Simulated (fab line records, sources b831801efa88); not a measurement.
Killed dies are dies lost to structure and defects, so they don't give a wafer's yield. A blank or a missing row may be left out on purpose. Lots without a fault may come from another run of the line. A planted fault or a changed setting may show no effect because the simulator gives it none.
Chamber matching | flow sky130 | SKY_VIA2_ETCH_14 on rie_diel-02: 4 sister chambers
The step etches BARC in N2/H2, stops on SiO2, time 45.9 s, target depth 60 nm. 8 wafers are shown with their chamber, then 7 later ones without.

WAFERS WITH THEIR CHAMBER
wafer  | chamber | drypump_motor_current_A (A) | rf_fwd_power_W (W)
L243.1 | 2       | 6.2                         | 495.3
L243.2 | 3       | 5.4                         | 495.2
L243.6 | 2       | 6.2                         | 493.5
L252.2 | 1       | 5.8                         | 491.8
L252.3 | 3       | 5.3                         | 497.2
L252.4 | 0       | 5.8                         | 495.3
L256.1 | 1       | 5.8                         | 493.3
L256.3 | 0       | 5.8                         | 499.0

WAFERS WITHOUT THEIR CHAMBER
wafer  | drypump_motor_current_A (A) | rf_fwd_power_W (W)
L256.6 | 5.8                         | 491.7
L259.2 | 5.8                         | 490.2
L259.3 | 5.3                         | 497.9
L259.4 | 5.7                         | 495.7
L260.1 | 5.8                         | 491.4
L260.5 | 5.8                         | 490.4
L260.6 | 5.3                         | 494.8

WHICH CHAMBER EACH WENT THROUGH
wafer  | from the rows above     | in truth
L256.6 | 1                       | 1
L259.2 | 1                       | 1
L259.3 | 3                       | 3
L259.4 | can't be placed: 0 or 1 | 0
L260.1 | 1                       | 1
L260.5 | 1                       | 1
L260.6 | 3                       | 3
Placed correctly: 6 of 7. Can't be placed from these rows: 1 (the true chamber is among the candidates in 1). Placed wrongly: 0.
How it was worked out, from the rows above alone: a wafer's distance from a chamber is the root of the sum, over the readings, of the square of ((its reading less the chamber's mean) divided by the reading's scatter). The wafer belongs to the nearest chamber; if the next one is less than 2 further off, it can't be placed. A chamber's mean is the mean of its shown wafers. The scatter: the root of (the sum of the squares of (reading less its chamber's mean) over the shown wafers, divided by (wafers less chambers)).
